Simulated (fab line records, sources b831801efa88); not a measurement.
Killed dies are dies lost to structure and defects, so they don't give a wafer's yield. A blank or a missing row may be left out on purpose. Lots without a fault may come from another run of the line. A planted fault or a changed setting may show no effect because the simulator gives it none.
Which tool did it? | flow sky130 | 12 lots, 35 wafers sampled, at 6 steps of a route of 708

WHAT THE GAUGES READ, wafer by wafer
SKY_PWDE_TW_MEAS_10.
lot  | measured    | on            | PWDE_TW
L827 | day 3 22:56 | film_metro-04 | 376.5 376.2 377.5
L828 | day 4 07:10 | film_metro-01 | 379.9 381.6 380.4
L829 | day 4 09:13 | film_metro-01 | 378.6 377.8 380.4
L830 | day 4 14:25 | film_metro-04 | 377.1 376.0 376.9
L833 | day 5 10:22 | film_metro-01 | 377.1 379.5 378.8
L835 | day 5 18:38 | film_metro-01 | 379.9 378.3 379.4
L840 | day 6 19:03 | film_metro-01 | 377.0 378.7
L841 | day 7 08:25 | film_metro-04 | 367.8 368.0 368.2
L842 | day 7 12:49 | film_metro-01 | 369.0 369.8 368.1
L847 | day 8 16:16 | film_metro-04 | 375.5 376.2 375.2
L848 | day 8 19:05 | film_metro-03 | 377.4 375.2 375.3
L850 | day 9 11:04 | film_metro-01 | 379.3 379.4 379.5

SKY_NWELL_RS_MEAS_31: measures by four-point-probe.
lot  | measured     | on            | PWDE_RS (ohm/sq)
L827 | day 5 10:05  | film_metro-01 | 5277 5276 5283
L828 | day 5 20:53  | film_metro-01 | 5273 5256 5273
L829 | day 5 21:52  | film_metro-04 | 5317 5323 5314
L830 | day 6 03:06  | film_metro-03 | 5264 5296 5294
L833 | day 7 00:44  | film_metro-03 | 5322 5290 5283
L835 | day 7 09:34  | film_metro-04 | 5255 5278 5282
L840 | day 8 13:33  | film_metro-04 | 5252 5262
L841 | day 9 01:54  | film_metro-01 | 5376 5364 5361
L842 | day 9 07:02  | film_metro-03 | 5410 5406 5400
L847 | day 10 12:46 | film_metro-03 | 5261 5267 5273
L848 | day 10 16:40 | film_metro-01 | 5265 5277 5265
L850 | day 11 10:20 | film_metro-01 | 5291 5283 5279

SKY_METAL2_OVL_MEAS_16.
lot  | measured     | on         | METAL2_OVL (nm)
L827 | day 35 01:14 | overlay-01 | 4 3 6
L828 | day 35 14:23 | overlay-01 | 14 16 15
L829 | day 35 15:22 | overlay-02 | 7 7 9
L830 | day 36 03:26 | overlay-02 | 7 5 6
L833 | day 37 12:39 | overlay-02 | -7 0 -4
L835 | day 37 18:13 | overlay-01 | 5 8 10
L840 | day 39 16:41 | overlay-01 | -2 7
L841 | day 39 18:25 | overlay-01 | -10 1 -5
L842 | day 40 00:21 | overlay-02 | 7 11 6
L847 | day 41 21:52 | overlay-02 | 2 8 8
L848 | day 42 01:45 | overlay-01 | 0 16 -3
L850 | day 42 04:21 | overlay-01 | 10 12 11

WHICH TOOL RAN EACH LOT (tool, then ch and the chambers of the sampled wafers, then the start)
lot  | SKY_PWDE_IMPLANT_08            | SKY_METAL1_SPUTTER_00        | SKY_METAL1_SPUTTER_04
L827 | implanter-04 ch 0, day 3 22:43 | pvd_sputter-03, day 31 13:43 | pvd_sputter-03, day 31 13:49
L828 | implanter-02 ch 0, day 4 06:55 | pvd_sputter-04, day 32 04:00 | pvd_sputter-04, day 32 04:05
L829 | implanter-02 ch 0, day 4 08:58 | pvd_sputter-03, day 32 06:03 | pvd_sputter-03, day 32 06:08
L830 | implanter-02 ch 0, day 4 14:10 | pvd_sputter-04, day 32 17:38 | pvd_sputter-04, day 32 17:44
L833 | implanter-04 ch 0, day 5 10:08 | pvd_sputter-03, day 34 01:51 | pvd_sputter-03, day 34 01:56
L835 | implanter-02 ch 0, day 5 18:25 | pvd_sputter-02, day 34 08:59 | pvd_sputter-02, day 34 09:05
L840 | implanter-02 ch 0, day 6 18:48 | pvd_sputter-03, day 36 08:54 | pvd_sputter-03, day 36 08:59
L841 | implanter-02 ch 0, day 7 08:10 | pvd_sputter-03, day 36 10:41 | pvd_sputter-03, day 36 10:46
L842 | implanter-02 ch 0, day 7 12:34 | pvd_sputter-02, day 36 16:58 | pvd_sputter-02, day 36 17:04
L847 | implanter-01 ch 0, day 8 16:02 | pvd_sputter-03, day 38 17:25 | pvd_sputter-03, day 38 17:31
L848 | implanter-04 ch 0, day 8 18:52 | pvd_sputter-02, day 38 21:03 | pvd_sputter-02, day 38 21:08
L850 | implanter-01 ch 0, day 9 10:50 | pvd_sputter-02, day 38 23:41 | pvd_sputter-02, day 38 23:46
- SKY_PWDE_IMPLANT_08
- SKY_METAL1_SPUTTER_00: material Ti, target thk 15 nm, time 10 s.
- SKY_METAL1_SPUTTER_04: material TiN, target thk 70 nm, time 58.3 s.

WHAT THE TOOLS THEMSELVES READ (means of the sampled wafers that have a number; where no wafer has one, the mark that the record gives instead)
SKY_PWDE_IMPLANT_08.
lot  | tool         | beam_energy_keV
L827 | implanter-04 | 149.99
L828 | implanter-02 | 149.98
L829 | implanter-02 | 149.98
L830 | implanter-02 | 150.00
L833 | implanter-04 | 150.00
L835 | implanter-02 | 150.01
L840 | implanter-02 | 150.06
L841 | implanter-02 | 116.16
L842 | implanter-02 | 116.12
L847 | implanter-01 | 149.96
L848 | implanter-04 | 150.03
L850 | implanter-01 | 149.95

SKY_METAL1_SPUTTER_00.
lot  | tool           | throttle_valve_pct (%)
L827 | pvd_sputter-03 | 29.4
L828 | pvd_sputter-04 | 29.7
L829 | pvd_sputter-03 | 29.2
L830 | pvd_sputter-04 | 29.4
L833 | pvd_sputter-03 | 29.5
L835 | pvd_sputter-02 | 29.8
L840 | pvd_sputter-03 | 29.4
L841 | pvd_sputter-03 | 29.7
L842 | pvd_sputter-02 | 29.7
L847 | pvd_sputter-03 | 29.5
L848 | pvd_sputter-02 | 30.1
L850 | pvd_sputter-02 | 29.9

SKY_METAL1_SPUTTER_04.
lot  | tool           | throttle_valve_pct (%)
L827 | pvd_sputter-03 | 29.4
L828 | pvd_sputter-04 | 29.6
L829 | pvd_sputter-03 | 29.4
L830 | pvd_sputter-04 | 29.5
L833 | pvd_sputter-03 | 29.6
L835 | pvd_sputter-02 | 29.9
L840 | pvd_sputter-03 | 29.3
L841 | pvd_sputter-03 | 29.6
L842 | pvd_sputter-02 | 29.6
L847 | pvd_sputter-03 | 29.6
L848 | pvd_sputter-02 | 30.1
L850 | pvd_sputter-02 | 29.9

THE ANSWER, worked out from the rows above alone
Rule: what is usual is taken from the lots themselves. Put in order of their means at a reading, lots are off if they are a third of the lots or fewer, leave a main group of 4 or more, and stand apart from it by a gap of 3 or more times the standard deviation of the main group's means; of several such gaps the widest counts. A main group whose means are all the same, to the digits that the tables above print for the reading, isn't used. A lot without any number at a reading at which 4 lots or more have one is off too. The other lots that the step has rows for count as sound. The gauges are gone through in route order, then the tools' own readings, and for those a lot's mean is taken as printed above. The first step at which some lot is off is used, and at that step the reading that is off furthest; a lot without a number counts as furthest.
Off: L841, L842, at SKY_PWDE_TW_MEAS_10 (PWDE_TW). The main group: mean 377.9, standard deviation 1.6.
A tool fits if, at a process step before that reading, it ran every lot that is off, and no sound lot after the first of them. The gauges at SKY_PWDE_TW_MEAS_10 aren't tried: what is off there is off at SKY_PWDE_IMPLANT_08 too, on other tools, and a gauge's error can't cause that. One fits: implanter-02 at SKY_PWDE_IMPLANT_08. Its last sound lot is L840 (day 6 18:48), its first lot that is off L841 (day 7 08:10): a fault that began between those two fits.
The tool's own readings at SKY_PWDE_IMPLANT_08 bear it out: on the lots that are off they differ by more than 5 times the standard deviation of the sound lots' means. beam_energy_keV reads 116.14 there against 150.00 on the sound lots.

WHAT THE SIMULATOR HAD PUT IN
Process parameter drift: implanter-02, from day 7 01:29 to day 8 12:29, at SKY_PWDE_IMPLANT_08. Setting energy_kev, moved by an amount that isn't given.
Lots struck among those shown: L841, L842. The rule above found the same.
